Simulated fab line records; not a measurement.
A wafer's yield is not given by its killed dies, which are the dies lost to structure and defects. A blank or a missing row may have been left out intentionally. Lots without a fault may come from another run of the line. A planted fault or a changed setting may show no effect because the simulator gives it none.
fab line records	flow gf180mcu
record: lots: 7	wafers: 21	last-day: 34
route steps=602 shown M3@427 V3@429 PASSIVATION@602
lots that met no fault: from a run of the same line without faults
start-h: hours from the record's opening day to when the first of the lot's shown wafers began	wait-h: how many hours have passed since the lot's step before this one	" repeats the value in the row above	L1.1+2: one row covering several wafers at once	- no value, or no start given	* or withheld: withheld	< > ~ a bound
route shown NAME@n: NAME is a module with steps in the file, n the number in the route of the first one	usual: mean and standard deviation over wafers with no fault	same: alike in all rows	chamber/n: place in a boat	sites: readings site by site	_std_site: standard deviation of those values	_edge_site: inner sites' mean taken away from outer sites' mean	radius-mm: for every site, how far away it sits from the centre of the wafer	mask NAME#n: copy n	behind: the last tool/chamber to shape the wafer	hold: why the lot was held/for how many hours/how that ended	device: transistor that didn't switch, given as n, p or np	end of line: tests of these same wafers at the route's end	step lacking rows: just its recipe	killed: the dies lost at the first sort to structure and to defects; this is not the yield of the wafer	map: per-die view of a wafer (x killed, . not killed, _ where there is no die)
set.NAME: the setting the step ran with; set.NAME@STEP: the setting that earlier step ran with	model.NAME: the simulator's own value behind a step, which no gauge read
lots at selected steps of the route; one table per step, one row per wafer
services: the hour from which a tool's chamber was out of use, counted from the record's first day as start-h (under 0 if before that day), plus the number of hours and why
== steps ==
step: GF_M3_STRIP_18
recipe: chemistry: post-etch-residue-remover	time-s: 1200	temp-c: 72.5
step: GF_M3_CLEAN_19
recipe: chemistry: DIW	dry: n2-spin
step: GF_V3_CVD_00
recipe: material: SiO2	target-thk-nm: 600	sigma-open-frac: 0.3	temp-c: 400	time-s: 100	sih4-flow-sccm: 60	pressure-mtorr: 6
step: GF_V3_THK_MEAS_01
recipe: reads: SiO2_of_V3_CVD_00
usual: V3_CVD_00_THK: 600/6.3
lot.wafer	tool	chamber	start-h	wait-h	V3_CVD_00_THK[nm]
L930.1	film-metro-02	-	533.10	0.0	590
L930.3	"	-	"	"	602
L930.4	"	-	"	"	594
L936.1	film-metro-03	-	585.52	0.1	605
L936.2	"	-	"	"	597
L936.6	"	-	"	"	610
L937.3	film-metro-02	-	596.07	0.1	601
L937.4	"	-	"	"	598
L937.5	"	-	"	"	604
L938.1	film-metro-03	-	598.33	0.0	598
L938.2	"	-	"	"	589
L938.6	"	-	"	"	599
L939.3	film-metro-04	-	603.22	0.1	602
L939.4	"	-	"	"	602
L939.5	"	-	"	"	599
L943.1	film-metro-04	-	631.98	0.0	614
L943.2	"	-	"	"	594
L943.4	"	-	"	"	600
L947.1	film-metro-02	-	664.78	0.0	589
L947.4	"	-	"	"	600
L947.5	"	-	"	"	587
step: GF_V3_CVD_02
recipe: material: SiO2	target-thk-nm: 850	precursor: TEOS	temp-c: 400	time-s: 94.851	rf-w: 600
usual: heater-power-w: 693/100
lot.wafer	tool	chamber	start-h	wait-h	heater-power-w
L930.1	pecvd-01	1	533.16	0.1	596
L930.3	"	2	"	"	693
L930.4	"	1	"	"	624
L936.1	pecvd-02	1	585.58	0.1	650
L936.2	"	0	"	"	716
L936.6	"	1	"	"	654
L937.3	pecvd-01	2	596.11	0.0	631
L937.4	"	2	"	"	648
L937.5	"	0	"	"	878
L938.1	pecvd-02	0	598.39	0.1	720
L938.2	"	1	"	"	664
L938.6	"	2	"	"	545
L939.3	pecvd-04	0	603.26	0.0	847
L939.4	"	2	"	"	647
L939.5	"	0	"	"	846
L943.1	pecvd-04	2	632.04	0.1	569
L943.2	"	1	"	"	753
L943.4	"	2	"	"	627
L947.1	pecvd-01	0	664.84	0.1	953
L947.4	"	2	"	"	683
L947.5	"	0	"	"	741
step: GF_V3_THK_MEAS_03
recipe: reads: SiO2_of_V3_CVD_02
usual: V3_CVD_02_THK: 847/10
lot.wafer	tool	chamber	start-h	wait-h	V3_CVD_02_THK[nm]
L930.1	film-metro-03	-	533.22	0.0	838
L930.3	"	-	"	"	849
L930.4	"	-	"	"	857
L936.1	film-metro-03	-	585.65	0.0	844
L936.2	"	-	"	"	854
L936.6	"	-	"	"	864
L937.3	film-metro-04	-	596.20	0.1	845
L937.4	"	-	"	"	856
L937.5	"	-	"	"	847
L938.1	film-metro-04	-	598.46	0.0	845
L938.2	"	-	"	"	838
L938.6	"	-	"	"	852
L939.3	film-metro-03	-	603.35	0.1	851
L939.4	"	-	"	"	859
L939.5	"	-	"	"	854
L943.1	film-metro-02	-	632.11	0.0	827
L943.2	"	-	"	"	842
L943.4	"	-	"	"	844
L947.1	film-metro-04	-	664.91	0.0	829
L947.4	"	-	"	"	858
L947.5	"	-	"	"	848
step: GF_V3_CMP_04
recipe: material: SiO2	down-force-psi: 4	platen-rpm: 60	pad-velocity-m-s: 0.94248
usual: motor-current-A: 12.0/1.2	platen-rpm: 60.00/0.043	slurry-filter-dp-kPa: 13.50/0.13	time-to-endpoint-s: 77/5.7
lot.wafer	tool	chamber	start-h	wait-h	motor-current-A	platen-rpm	slurry-filter-dp-kPa	time-to-endpoint-s
L930.3	cmp-01	2	533.33	0.1	14.5	60.02	13.67	77
L930.4	"	3	"	"	11.4	60.01	13.40	81
L930.1	"	0	"	"	11.3	60.08	13.53	78
L936.2	cmp-01	1	585.71	0.0	10.7	60.01	13.60	82
L936.1	"	3	"	"	11.3	59.99	13.35	75
L936.6	"	2	"	"	14.4	60.01	13.76	83
L937.3	cmp-01	0	599.66	3.4	11.6	60.02	13.40	76
L937.4	"	1	"	"	10.5	60.03	13.63	81
L937.5	"	2	"	"	13.2	60.00	13.44	76
L938.2	cmp-02	3	600.57	2.1	11.0	59.98	13.46	75
L938.1	"	1	"	"	12.7	59.92	13.43	71
L938.6	"	3	"	"	11.1	60.02	13.60	84
L939.4	cmp-01	0	603.39	0.0	12.2	59.87	13.50	85
L939.3	"	3	"	"	10.7	59.95	13.55	79
L939.5	"	0	"	"	11.4	59.96	13.41	80
L943.1	cmp-02	2	632.22	0.1	13.6	60.00	13.52	70
L943.2	"	3	"	"	11.9	59.97	13.61	76
L943.4	"	0	"	"	12.5	60.00	13.51	75
L947.4	cmp-01	0	665.13	0.2	11.4	60.03	13.49	79
L947.1	"	1	"	"	10.6	60.01	13.47	70
L947.5	"	0	"	"	12.0	60.03	13.65	79
step: GF_V3_BOW_MEAS_05
recipe: mode: bow
usual: V3_BOW: 119/9.4
lot.wafer	tool	chamber	start-h	wait-h	V3_BOW[um]
L930.1	film-metro-03	-	533.58	0.1	121
L930.3	"	-	"	"	102
L930.4	"	-	"	"	114
L936.1	film-metro-03	-	586.01	0.1	100
L936.2	"	-	"	"	109
L936.6	"	-	"	"	106
L937.3	film-metro-03	-	599.90	0.2	130
L937.4	"	-	"	"	114
L937.5	"	-	"	"	127
L938.1	film-metro-04	-	600.82	0.1	117
L938.2	"	-	"	"	110
L938.6	"	-	"	"	127
L939.3	film-metro-03	-	603.73	0.1	117
L939.4	"	-	"	"	124
L939.5	"	-	"	"	128
L943.1	film-metro-02	-	632.47	0.2	117
L943.2	"	-	"	"	105
L943.4	"	-	"	"	126
L947.1	film-metro-04	-	665.43	0.2	121
L947.4	"	-	"	"	130
L947.5	"	-	"	"	130
step: GF_V3_DEHYDRATE_06
recipe: temp-c: 200	time-s: 60
step: GF_V3_HMDS_07
recipe: prime-time-s: 60	prime-temp-c: 120
step: GF_V3_COAT_08
recipe: resist: BARC	temp-c: withheld	time-s: withheld	spin-rpm: withheld	resist-thk-nm: withheld
step: GF_V3_COAT_09
recipe: resist: KrF	spin-rpm: withheld	resist-thk-nm: 1000
step: GF_V3_SOFTBAKE_10
recipe: temp-c: 130	time-s: 60	resist: KrF
usual: heater-power-total-W: 93.05/0.057	plate-temp-C: 130.00/0.14	resist-line-temp-C: 23.00/0.11
lot.wafer	tool	chamber	start-h	wait-h	heater-power-total-W	plate-temp-C	resist-line-temp-C	model.KrF_of_V3_COAT_09.thk-nm
L930.1	litho-track-01	0	545	-	93.10	130.02	23.01	995.9
L930.3	"	0	"	"	93.02	129.98	23.01	997.8
L930.4	"	0	"	"	93.15	130.02	22.98	997.6
L936.1	litho-track-02	0	596	-	99.48	136.96	22.94	994.8
L936.2	"	0	"	"	99.64	137.03	23.03	993.2
L936.6	"	0	"	"	99.59	136.98	22.88	990.3
L937.3	litho-track-02	0	609	-	99.43	136.95	23.05	988.8
L937.4	"	0	"	"	99.70	137.07	23.11	988.3
L937.5	"	0	"	"	99.51	137.04	23.03	988.5
L938.1	litho-track-02	0	611	-	99.50	136.99	22.92	993.3
L938.2	"	0	"	"	99.64	137.05	23.06	993.6
L938.6	"	0	"	"	99.67	136.89	22.91	993.8
L939.3	litho-track-04	0	614	-	92.97	129.98	23.22	1001
L939.4	"	0	"	"	93.13	129.81	23.26	1001
L939.5	"	0	"	"	93.09	129.90	23.36	998.5
L943.1	litho-track-04	0	643	-	93.16	130.05	23.03	998.2
L943.2	"	0	"	"	93.18	130.05	22.88	998
L943.4	"	0	"	"	93.05	130.18	23.04	996.1
L947.1	litho-track-02	0	674	-	93.01	129.89	23.09	1004
L947.4	"	0	"	"	93.03	129.98	23.11	999.9
L947.5	"	0	"	"	93.09	129.97	23.15	999.6
step: GF_V3_EXPOSE_11
recipe: mask-id: Via3	target-cd-nm: 260	na: 0.68	source-shape: conventional	sigma-outer: 0.6	dose-mj: 38
step: GF_V3_PEB_12
recipe: peb-temp-c: 135.9	peb-time-s: 90	resist: KrF
step: GF_V3_DEVELOP_13
recipe: develop-time-s: 60	resist: KrF	dev-temp-c: 21
usual: resist-line-temp-C: 22.99/0.094
lot.wafer	tool	chamber	start-h	wait-h	resist-line-temp-C	model.KrF_of_V3_COAT_09.thk-nm
L930.1	litho-track-01	0	556.14	0.2	23.04	980.9
L930.3	"	0	"	"	22.99	982.8
L930.4	"	0	"	"	23.03	982.6
L936.1	litho-track-04	0	606.96	0.2	22.95	980
L936.2	"	0	"	"	22.87	978.4
L936.6	"	0	"	"	22.90	975.5
L937.3	litho-track-02	0	619.74	0.1	23.08	974
L937.4	"	0	"	"	23.06	973.5
L937.5	"	0	"	"	22.94	973.7
L938.1	litho-track-01	0	621.29	0.2	23.01	978.4
L938.2	"	0	"	"	23.05	978.8
L938.6	"	0	"	"	22.95	979
L939.3	litho-track-04	0	625.06	0.1	23.02	986.3
L939.4	"	0	"	"	23.00	985.8
L939.5	"	0	"	"	23.13	983.5
L943.1	litho-track-02	0	652.24	0.2	22.90	983.3
L943.2	"	0	"	"	23.04	983.1
L943.4	"	0	"	"	23.06	981.2
L947.1	litho-track-02	0	684.19	0.2	22.96	988.7
L947.4	"	0	"	"	22.89	984.9
L947.5	"	0	"	"	23.07	984.6
step: GF_V3_CD_MEAS_14
recipe: target-cd-nm: 260
usual: cd-nm: 259.9/1.2
lot.wafer	tool	chamber	start-h	wait-h	cd-nm
L930.1	cd-sem-01	-	556.29	0.1	260.4
L930.3	"	-	"	"	261.2
L930.4	"	-	"	"	261.9
L936.1	cd-sem-02	-	607.11	0.1	282.5
L936.2	"	-	"	"	283.5
L936.6	"	-	"	"	283.5
L937.3	cd-sem-02	-	619.88	0.1	283.3
L937.4	"	-	"	"	283.2
L937.5	"	-	"	"	283.5
L938.1	cd-sem-01	-	621.44	0.1	281.4
L938.2	"	-	"	"	282.4
L938.6	"	-	"	"	282.3
L939.3	cd-sem-01	-	625.20	0.1	258.2
L939.4	"	-	"	"	257.7
L939.5	"	-	"	"	258.1
L943.1	cd-sem-01	-	652.39	0.1	259.1
L943.2	"	-	"	"	260.6
L943.4	"	-	"	"	258.8
L947.1	cd-sem-01	-	684.42	0.2	258.5
L947.4	"	-	"	"	258.3
L947.5	"	-	"	"	258.7
step: GF_V3_OVL_MEAS_15
usual: V3_OVL: -4/5.1
lot.wafer	tool	chamber	start-h	wait-h	V3_OVL[nm]
L930.1	overlay-02	-	556.41	0.1	0
L930.3	"	-	"	"	-4
L930.4	"	-	"	"	-3
L936.1	overlay-01	-	607.23	0.1	-4
L936.2	"	-	"	"	-1
L936.6	"	-	"	"	-6
L937.3	overlay-01	-	619.98	0.1	-10
L937.4	"	-	"	"	-12
L937.5	"	-	"	"	-3
L938.1	overlay-02	-	621.56	0.1	-11
L938.2	"	-	"	"	-4
L938.6	"	-	"	"	2
L939.3	overlay-01	-	625.29	0.1	-4
L939.4	"	-	"	"	-2
L939.5	"	-	"	"	-4
L943.1	overlay-02	-	652.51	0.1	-1
L943.2	"	-	"	"	-3
L943.4	"	-	"	"	-2
L947.1	overlay-01	-	684.54	0.1	-1
L947.4	"	-	"	"	3
L947.5	"	-	"	"	6
step: GF_V3_ETCH_16
recipe: chemistry: N2/H2	target-depth-a: withheld	overetch-a: withheld	time-s: withheld	target: BARC	ion-energy-ev: 200	source-w: 500	bias-w: 100	pressure-mtorr: 30	n2-flow-sccm: 100	h2-flow-sccm: 200
usual: drypump-motor-current-A: 5.7/0.5	oes-product-au: 0.855/0.0042	throttle-valve-pct: 13.225/0.0097
lot.wafer	tool	chamber	start-h	wait-h	drypump-motor-current-A	oes-product-au	throttle-valve-pct	model.V3.cd-nm
L930.1	rie-diel-04	1	556.44	0.0	5.4	0.859	13.211	259.5
L930.3	"	2	"	"	5.0	0.856	13.219	261.5
L930.4	"	3	"	"	5.8	0.853	13.215	262.2
L936.1	rie-diel-03	2	607.26	0.0	6.6	0.853	13.224	283
L936.2	"	1	"	"	6.0	0.854	13.232	283
L936.6	"	1	"	"	6.0	0.853	13.236	282.9
L937.3	rie-diel-03	1	620.00	0.0	6.0	0.855	13.212	283
L937.4	"	2	"	"	6.6	0.856	13.218	283.6
L937.5	"	3	"	"	5.5	0.857	13.240	283.4
L938.1	rie-diel-01	3	621.59	0.0	5.4	0.855	13.238	281.7
L938.2	"	1	"	"	5.9	0.849	13.227	281.4
L938.6	"	2	"	"	5.7	0.871	13.223	282.7
L939.3	rie-diel-04	3	625.31	0.0	5.9	0.858	13.215	258.3
L939.4	"	1	"	"	5.4	0.856	13.217	256.8
L939.5	"	3	"	"	5.9	0.858	13.229	257.4
L943.1	rie-diel-01	2	652.55	0.0	5.7	0.857	13.240	258.9
L943.2	"	3	"	"	5.4	0.854	13.225	260.3
L943.4	"	2	"	"	5.7	0.855	13.225	258.6
L947.1	rie-diel-01	3	684.58	0.0	5.4	0.854	13.231	259
L947.4	"	2	"	"	5.7	0.851	13.233	258.6
L947.5	"	3	"	"	5.4	0.857	13.221	258.5
step: GF_V3_ETCH_17
recipe: chemistry: C4F8/O2/Ar	mask-material: KrF	target: SiO2	stop-on: TiN	source-w: 1500	bias-w: 1200	pressure-mtorr: 40	c4f8-flow-sccm: withheld	O2_flow_sccm: 6	Ar_flow_sccm: 300	time-s: withheld	target-depth-a: 6350
usual: oes-product-au: 0.855/0.0043
lot.wafer	tool	chamber	start-h	wait-h	oes-product-au	model.V3.cd-nm
L930.1	rie-diel-04	1	-	-	0.860	259.7
L930.3	"	2	"	"	0.854	261.6
L930.4	"	3	"	"	0.849	262.1
L936.1	rie-diel-03	2	-	-	0.855	283.1
L936.2	"	1	"	"	0.863	283.7
L936.6	"	1	"	"	0.852	283.4
L937.3	rie-diel-03	1	-	-	0.856	283.5
L937.4	"	2	"	"	0.861	283.7
L937.5	"	3	"	"	0.856	283.4
L938.1	rie-diel-01	3	-	-	0.857	281.7
L938.2	"	1	"	"	0.852	282.1
L938.6	"	2	"	"	0.860	282.3
L939.3	rie-diel-04	3	-	-	0.857	258
L939.4	"	1	"	"	0.861	256.2
L939.5	"	3	"	"	0.851	257.2
L943.1	rie-diel-01	2	-	-	0.856	258.3
L943.2	"	3	"	"	0.856	260.4
L943.4	"	2	"	"	0.857	258.1
L947.1	rie-diel-01	3	-	-	0.859	259.1
L947.4	"	2	"	"	0.857	258.4
L947.5	"	3	"	"	0.860	258.6
step: GF_V3_STRIP_18
recipe: chemistry: O2/N2	power-w: 1400	pressure-mtorr: 1500	platen-temp-c: 250	o2-flow-sccm: 3000	n2-flow-sccm: 300	overash-fraction: 0.5
usual: drypump-motor-current-A: 5.3/0.38	heater-power-w: 331/18	oes-product-au: 0.593/0.0047	platen-temp-c: 249.98/0.18
lot.wafer	tool	chamber	start-h	wait-h	drypump-motor-current-A	heater-power-w	oes-product-au	platen-temp-c	rf-hours-counter-h
L930.1	plasma-asher-04	0	556.57	-	4.8	352	0.593	250.08	46
L930.3	"	0	"	"	4.8	349	0.594	250.21	-
L930.4	"	1	"	"	6.0	347	0.592	250.02	-
L936.1	plasma-asher-03	0	607.39	-	5.2	312	0.596	249.86	85
L936.2	"	1	"	"	5.4	314	0.590	250.10	85
L936.6	"	0	"	"	5.2	320	0.586	249.89	-
L937.3	plasma-asher-03	0	620.16	-	5.2	317	0.584	249.99	-
L937.4	"	1	"	"	5.4	309	0.578	250.35	-
L937.5	"	1	"	"	5.4	309	0.581	250.02	-
L938.1	plasma-asher-01	0	621.72	-	5.1	336	0.585	249.86	93
L938.2	"	1	"	"	5.2	313	0.588	250.09	93
L938.6	"	1	"	"	5.2	317	0.596	249.78	-
L939.3	plasma-asher-01	0	625.47	-	5.1	342	0.590	250.08	-
L939.4	"	1	"	"	5.3	318	0.587	250.22	-
L939.5	"	1	"	"	5.3	308	0.594	249.93	-
L943.1	plasma-asher-03	1	652.74	-	5.4	314	0.590	249.75	91
L943.2	"	0	"	"	5.2	322	0.590	250.15	91
L943.4	"	1	"	"	5.4	311	0.594	249.96	-
L947.1	plasma-asher-04	1	684.71	-	6.0	352	0.588	249.87	60
L947.4	"	1	"	"	6.0	343	0.592	250.00	-
L947.5	"	0	"	"	4.9	362	0.592	250.37	-
step: GF_PASSIVATION_PROBE_99
lot.wafer	tool	chamber	start-h	wait-h	model.etest.via3-chain.rc-ohm
L930.1	prober-02	-	710.05	0.1	6.493
L930.3	prober-02	-	710.15	0.2	6.196
L930.4	prober-02	-	710.20	0.2	6.212
L936.1	prober-02	-	750.21	0.1	5.462
L936.2	prober-02	-	750.26	0.1	5.279
L936.6	prober-02	-	750.46	0.2	5.331
L937.3	prober-01	-	759.91	0.2	5.452
L937.4	prober-01	-	759.96	0.2	5.46
L937.5	prober-01	-	760.01	0.2	5.305
L938.1	prober-02	-	761.31	0.1	5.419
L938.2	prober-02	-	761.36	0.1	5.777
L938.6	prober-02	-	761.56	0.2	5.532
L939.3	prober-01	-	766.73	0.2	6.369
L939.4	prober-01	-	766.78	0.2	6.756
L939.5	prober-01	-	766.83	0.2	6.614
L943.1	prober-01	-	787.30	0.1	6.41
L943.2	prober-01	-	787.35	0.1	6.354
L943.4	prober-01	-	787.45	0.2	6.456
L947.1	prober-01	-	812.31	0.1	6.547
L947.4	prober-01	-	812.46	0.2	6.158
L947.5	prober-01	-	812.51	0.2	6.442
killed by level:class
L930.1 V1:geometric-particle:open=9 V2:geometric-particle:open=6 V4:geometric-particle:open=5 CONTACT:geometric-particle:short=3 M1:geometric-particle:short=3 M2:geometric-particle:short=3 STI:geometric-particle:short=2 CONTACT:geometric-particle:open=2
L930.3 CONTACT:geometric-particle:open=5 V1:geometric-particle:open=5 V4:geometric-particle:open=4 STI:geometric-particle:open=3 CONTACT:geometric-particle:short=3 STI:geometric-particle:short=2 M2:geometric-particle:short=2 V1:geometric-particle:short=2
L930.4 STI:geometric-particle:open=7 V4:geometric-particle:open=7 STI:geometric-particle:short=5 V5:geometric-particle:open=5 CONTACT:geometric-particle:open=3 V1:geometric-particle:open=3 M5:geometric-particle:short=3 V3:geometric-particle:short=2
L937.3 CONTACT:geometric-particle:open=6 V1:geometric-particle:open=5 V5:geometric-particle:open=5 V4:geometric-particle:short=4 M2:geometric-particle:short=4 V1:geometric-particle:short=3 V4:geometric-particle:open=3 STI:geometric-particle:open=2
L937.4 CONTACT:geometric-particle:open=9 V2:geometric-particle:open=6 V4:geometric-particle:open=6 V1:geometric-particle:open=5 V3:geometric-particle:open=5 STI:geometric-particle:short=3 STI:geometric-particle:open=3 V4:geometric-particle:short=3
L937.5 V3:geometric-particle:open=6 CONTACT:geometric-particle:open=5 V1:geometric-particle:open=5 V2:geometric-particle:open=5 V4:geometric-particle:open=5 STI:geometric-particle:short=4 STI:geometric-particle:open=3 SALICIDE:geometric-particle:short=3
L938.1 CONTACT:geometric-particle:short=6 STI:geometric-particle:open=5 CONTACT:geometric-particle:open=4 V4:geometric-particle:short=4 V5:geometric-particle:open=4 V2:geometric-particle:open=3 V3:geometric-particle:open=3 V3:geometric-particle:short=3
L938.2 V2:geometric-particle:open=8 CONTACT:geometric-particle:open=6 V5:geometric-particle:open=5 V1:geometric-particle:short=4 V3:geometric-particle:open=4 M5:geometric-particle:short=4 M2:geometric-particle:short=3 STI:geometric-particle:open=2
L938.6 V1:geometric-particle:open=5 CONTACT:geometric-particle:open=3 M2:geometric-particle:short=3 V3:geometric-particle:open=3 M4:geometric-particle:short=3 M1:geometric-particle:short=2 V4:geometric-particle:open=2 M2:geometric-particle:open=2
L939.3 V5:geometric-particle:open=8 V4:geometric-particle:open=7 V1:geometric-particle:open=4 V3:geometric-particle:open=4 V2:geometric-particle:open=3 M3:geometric-particle:short=3 M5:geometric-particle:short=3 POLY_GATE:geometric-particle:open=2
L939.4 V3:geometric-particle:open=5 V2:geometric-particle:open=4 STI:geometric-particle:open=3 V2:geometric-particle:short=3 V5:geometric-particle:short=3 V5:geometric-particle:open=3 STI:geometric-particle:short=2 SALICIDE:geometric-particle:short=2
L939.5 V5:geometric-particle:open=10 STI:geometric-particle:open=5 V3:geometric-particle:open=4 CONTACT:geometric-particle:open=3 V1:geometric-particle:open=3 V5:geometric-particle:short=3 M1:geometric-particle:short=2 POLY_GATE:geometric-particle:short=2
L943.1 V2:geometric-particle:open=5 V5:geometric-particle:open=4 SALICIDE:geometric-particle:short=3 CONTACT:geometric-particle:short=3 M1:geometric-particle:short=3 V2:geometric-particle:short=3 V3:geometric-particle:open=3 V5:geometric-particle:short=3
L943.2 V3:geometric-particle:open=5 V5:geometric-particle:open=5 STI:geometric-particle:open=4 V5:geometric-particle:short=4 V2:geometric-particle:open=3 V2:geometric-particle:short=3 V4:geometric-particle:open=3 STI:geometric-particle:short=2
L943.4 V2:geometric-particle:open=8 STI:geometric-particle:open=6 V1:geometric-particle:open=4 M4:geometric-particle:short=4 CONTACT:geometric-particle:open=3 V5:geometric-particle:open=3 V5:geometric-particle:short=3 CONTACT:geometric-particle:short=2
L947.1 V2:geometric-particle:open=6 V4:geometric-particle:open=5 STI:geometric-particle:open=4 CONTACT:geometric-particle:open=4 V3:geometric-particle:short=4 V5:geometric-particle:open=3 M1:geometric-particle:short=2 M2:geometric-particle:short=2
L947.4 V3:geometric-particle:open=6 CONTACT:geometric-particle:short=4 V2:geometric-particle:open=4 STI:geometric-particle:short=3 V2:geometric-particle:short=3 V4:geometric-particle:open=3 CONTACT:geometric-particle:open=2 V1:geometric-particle:short=2
L947.5 V3:geometric-particle:open=6 V4:geometric-particle:open=6 V2:geometric-particle:open=5 STI:geometric-particle:open=4 M2:geometric-particle:short=4 STI:geometric-particle:short=3 SALICIDE:geometric-particle:open=3 M5:geometric-particle:short=3
== services ==
tool	chamber	start-h	hours	kind
plasma-asher-01	-	509.49	2.5	repair
cmp-02	-	509.55	1.7	repair
rie-diel-01	0	522.61	1.2	repair
rie-diel-03	3	546.24	1.5	repair
rie-diel-04	0	550.18	15.9	repair
pecvd-02	-	553.71	1.4	repair
plasma-asher-03	-	555.79	17.4	repair
pecvd-04	2	557.54	5.0	repair
rie-diel-04	3	559.48	12.6	repair
rie-diel-01	1	562.63	4.7	repair
cmp-01	-	572.09	4.0	pm
rie-diel-03	0	575.41	5.4	repair
rie-diel-01	-	576.96	0.6	repair
pecvd-02	2	579.12	3.6	repair
rie-diel-03	1	599.87	6.2	repair
rie-diel-03	3	605.07	9.0	repair
cmp-01	-	611.24	4.6	pm
rie-diel-03	3	625.75	4.9	repair
rie-diel-03	0	642.79	2.7	repair
rie-diel-01	0	652.30	6.0	repair
cmp-01	-	661.74	1.1	repair
cmp-01	-	667.58	3.3	repair
rie-diel-03	-	677.18	1.0	repair
rie-diel-01	0	677.31	4.9	repair
== key ==
first-sign: step: GF_V3_SOFTBAKE_10	reading: heater-power-total-W	direction: up	sigmas: 99+	usual: 93.05	struck: 99.57
effect: step: GF_V3_SOFTBAKE_10	reading: plate-temp-C	direction: up	sigmas: 52	usual: *	struck: *
effect: step: GF_V3_CD_MEAS_14	reading: cd-nm	direction: up	sigmas: 19	usual: 259.9	struck: 282.8
model-effect: step: GF_V3_SOFTBAKE_10	value: KrF_of_V3_COAT_09.thk-nm	without: 1000	struck: 991.6
model-effect: step: GF_V3_DEVELOP_13	value: KrF_of_V3_COAT_09.thk-nm	without: 985.4	struck: 976.8
model-effect: step: GF_V3_ETCH_16	value: V3.cd-nm	without: 259.5	struck: 282.7
model-effect: step: GF_V3_ETCH_17	value: V3.cd-nm	without: 259.8	struck: 283
model-effect: step: GF_PASSIVATION_PROBE_99	value: etest.via3-chain.rc-ohm	without: 6.395	struck: 5.446
met-at GF_V3_SOFTBAKE_10
struck-wafers L936.1,L936.2,L936.6,L937.3,L937.4,L937.5,L938.1,L938.2,L938.6
sort-left-out L936.1,L936.2,L936.6
fault: kind: process-parameter-drift	tool: litho-track-02	chamber: -	onset-h: 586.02	steps: GF_V3_SOFTBAKE_10	channel: temp-c	offset: *	shape: step	end-h: 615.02	acts-in: *	stated: *
sort-left-out: the simulated sort isn't trusted on such a fault, so these wafers' sort isn't shown, and their yield isn't known
